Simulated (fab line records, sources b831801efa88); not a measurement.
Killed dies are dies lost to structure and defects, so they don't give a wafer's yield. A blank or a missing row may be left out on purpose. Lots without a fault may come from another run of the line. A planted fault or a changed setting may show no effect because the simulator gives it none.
Chamber matching | flow gf180mcu | GF_V2_CMP_26 on cmp-02: 4 sister chambers
The step polishes, stops on SiO2, t overpolish 15 s, target thk 0 nm. 14 wafers are shown with their chamber, then 7 later ones without.

WAFERS WITH THEIR CHAMBER
wafer  | chamber | motor_current_A (A) | time_to_endpoint_s (s) | overpolish_run_s (s)
L703.1 | 2       | 11.8                | 87                     | 15.006
L703.3 | 1       | 11.6                | 82                     | 15.014
L703.5 | 2       | 12.5                | 86                     | 15.003
L702.1 | 3       | 12.3                | 83                     | 15.007
L702.2 | 0       | 10.9                | 86                     | 15.005
L702.4 | 2       | 12.6                | 86                     | 15.015
L704.2 | 2       | 12.4                | 86                     | 15.015
L704.3 | 1       | 11.4                | 86                     | 15.006
L704.5 | 1       | 11.7                | 81                     | 15.004
L717.2 | 0       | 10.7                | 88                     | 14.999
L717.4 | 2       | 13.1                | 91                     | 15.004
L717.5 | 0       | 10.5                | 88                     | 15.002
L720.2 | 0       | 10.5                | 86                     | 14.994
L720.3 | 2       | 12.7                | 87                     | 14.993

SIGNATURES (means of the wafers above)
reading            | chamber 0 | chamber 1 | chamber 2 | chamber 3 | scatter within a chamber
motor_current_A    | 10.650    | 11.567    | 12.517    | 12.300    | 0.326
time_to_endpoint_s | 87.00     | 83.00     | 87.17     | 83.00     | 1.92
overpolish_run_s   | 15.00000  | 15.00800  | 15.00600  | 15.00700  | 0.00683
Rule: a wafer's distance from a chamber is the root of the sum, over the readings, of the square of ((its reading less the chamber's mean) divided by the reading's scatter). The wafer belongs to the nearest chamber; if the next one is less than 2 further off, it can't be placed. The scatter: the root of (the sum of the squares of (reading less its chamber's mean) over the shown wafers, divided by (wafers less chambers)).

WAFERS WITHOUT THEIR CHAMBER
wafer  | motor_current_A (A) | time_to_endpoint_s (s) | overpolish_run_s (s)
L720.5 | 10.6                | 84                     | 15.011
L721.1 | 11.2                | 85                     | 15.008
L721.2 | 12.6                | 84                     | 15.013
L721.3 | 10.8                | 88                     | 14.989
L722.2 | 12.2                | 79                     | 14.992
L722.5 | 12.8                | 78                     | 14.997
L722.6 | 11.3                | 81                     | 15.004

WHICH CHAMBER EACH WENT THROUGH
wafer  | from the rows above          | in truth
L720.5 | can't be placed: 0 or 1      | 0
L721.1 | can't be placed: 1 or 0 or 3 | 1
L721.2 | can't be placed: 3 or 2 or 1 | 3
L721.3 | 0                            | 0
L722.2 | can't be placed: 3 or 1 or 2 | 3
L722.5 | can't be placed: 3 or 1 or 2 | 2
L722.6 | can't be placed: 1 or 3      | 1
Placed correctly: 1 of 7. Can't be placed from these rows: 6 (the true chamber is among the candidates in 6). Placed wrongly: 0.
